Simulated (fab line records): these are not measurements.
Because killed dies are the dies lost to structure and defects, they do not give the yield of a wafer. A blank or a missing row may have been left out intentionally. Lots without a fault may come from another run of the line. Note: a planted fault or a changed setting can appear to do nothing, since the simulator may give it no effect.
Comparing a struck lot with a sound one	flow sky130	19 out of 708 route steps
Sound: these wafers, L487.1, L487.3, L487.6. Struck: wafer L484.4 (left out: L484.1, a lot-mate that was not struck); the cause follows at the end.
At each step with rows: each side's tool, then ch and its chambers, then its first start. Under that, the readings that differ: sound wafers	struck wafers	difference of the means	sigmas: that difference in standard deviations of wafers without a fault.
alike: a reading whose means differ by less than 2 such deviations, as well as words and numbers matching on both sides. not compared: withheld readings; readings where some wafer has no value; bounds like >300 that might hide an equal value; numbers whose values overlap and for which the record gives no deviation.
Wherever a step has rows on one side only, a row that says differs or no value, or a row with sigmas, the two part there. Numbers that have no deviation but don't overlap get no sigmas and don't part them. A reading missing from all wafers of one side parts the sides only when that side holds two or more wafers.

first, 1 step without rows for these wafers: SKY_VT_ADJUST_HVTP_DEVELOP_06 (develop time 60 s).
SKY_VT_ADJUST_HVTP_CD_MEAS_07: the cd target is 380 nm.
  sound on cd_sem-01, day 12 15:28; struck on cd_sem-01, day 8 01:26
reading	sound	struck	difference	sigmas
cd_nm (nm)	382.5 381.3 382.3	375.6	-6.4	-3
SKY_VT_ADJUST_HVTP_OVL_MEAS_08:
  sound on overlay-02, day 12 15:35; struck on overlay-02, day 8 01:34
  alike: VT_ADJUST_HVTP_OVL
after that, 1 step had no rows for these wafers: SKY_VT_ADJUST_HVTP_IMPLANT_09.
SKY_VT_ADJUST_HVTP_STRIP_10: strips in O2/N2.
  sound on plasma_asher-02 ch 0,1, day 12 15:47; struck on plasma_asher-01 ch 0, day 8 01:45
reading	sound	struck	difference	sigmas
drypump_motor_current_A (A)	5.81 5.78 5.76	5.92	+0.14	+2
  alike: oes_product_au, strip_time_to_endpoint_s
  not compared: rf_hours_counter_h
SKY_VT_ADJUST_HVTP_TW_MEAS_11:
  sound on film_metro-03, day 12 15:53; struck on film_metro-04, day 8 01:51
  alike: VT_ADJUST_HVTP_TW
then, 6 steps without rows for these wafers: SKY_VT_ADJUST_LVTN_DEHYDRATE_00 (time 60 s); SKY_VT_ADJUST_LVTN_HMDS_01 (prime time 60 s); SKY_VT_ADJUST_LVTN_COAT_02 (resist thk 3000 nm); SKY_VT_ADJUST_LVTN_SOFTBAKE_03; SKY_VT_ADJUST_LVTN_EXPOSE_04 (exposes mask NWM COMPLEMENT LESS NATIVE, target cd 840 nm); SKY_VT_ADJUST_LVTN_PEB_05.
SKY_VT_ADJUST_LVTN_DEVELOP_06: develop time 60 s.
  sound on litho_track-02 ch 0, day 13 16:00; struck on litho_track-02 ch 0, day 8 15:00
SKY_VT_ADJUST_LVTN_OVL_MEAS_07:
  sound on overlay-02, day 13 16:39; struck on overlay-02, day 8 15:15
  not compared: VT_ADJUST_LVTN_OVL
after that, 1 step had no rows for these wafers: SKY_VT_ADJUST_LVTN_IMPLANT_08.
SKY_VT_ADJUST_LVTN_STRIP_09: strips in O2/N2.
  sound on plasma_asher-01 ch 0,1, day 13 16:50; struck on plasma_asher-01 ch 0, day 8 15:26
reading	sound	struck	difference	sigmas
oes_product_au (a.u.)	0.733 0.725 0.726	0.718	-0.010	-2
  alike: drypump_motor_current_A, strip_time_to_endpoint_s
  not compared: rf_hours_counter_h
SKY_VT_ADJUST_LVTN_TW_MEAS_10:
  sound on film_metro-03, day 13 16:56; struck on film_metro-03, day 8 15:32
reading	sound	struck	difference	sigmas
VT_ADJUST_LVTN_TW	239.0 237.3 237.7	29.8	-208.2	-99 or more
then, 1 step without rows for these wafers: SKY_VT_ADJUST_LVTN_DEHYDRATE_11 (time 60 s).
-- a jump in the record: the struck wafers' starts before and after are 40 days apart (it breaks off in module VT_ADJUST_LVTN and resumes in module PAD_OPEN, where the first step shown is number 708 of the route) --
SKY_PAD_OPEN_PROBE_99:
  record: rows for the struck wafers here (prober-02, day 48 17:44), none for the sound ones

== WHERE THEY PART ==
Earliest at SKY_VT_ADJUST_HVTP_CD_MEAS_07; latest, in this record, at SKY_PAD_OPEN_PROBE_99.

WHY: what had been put in by the simulator
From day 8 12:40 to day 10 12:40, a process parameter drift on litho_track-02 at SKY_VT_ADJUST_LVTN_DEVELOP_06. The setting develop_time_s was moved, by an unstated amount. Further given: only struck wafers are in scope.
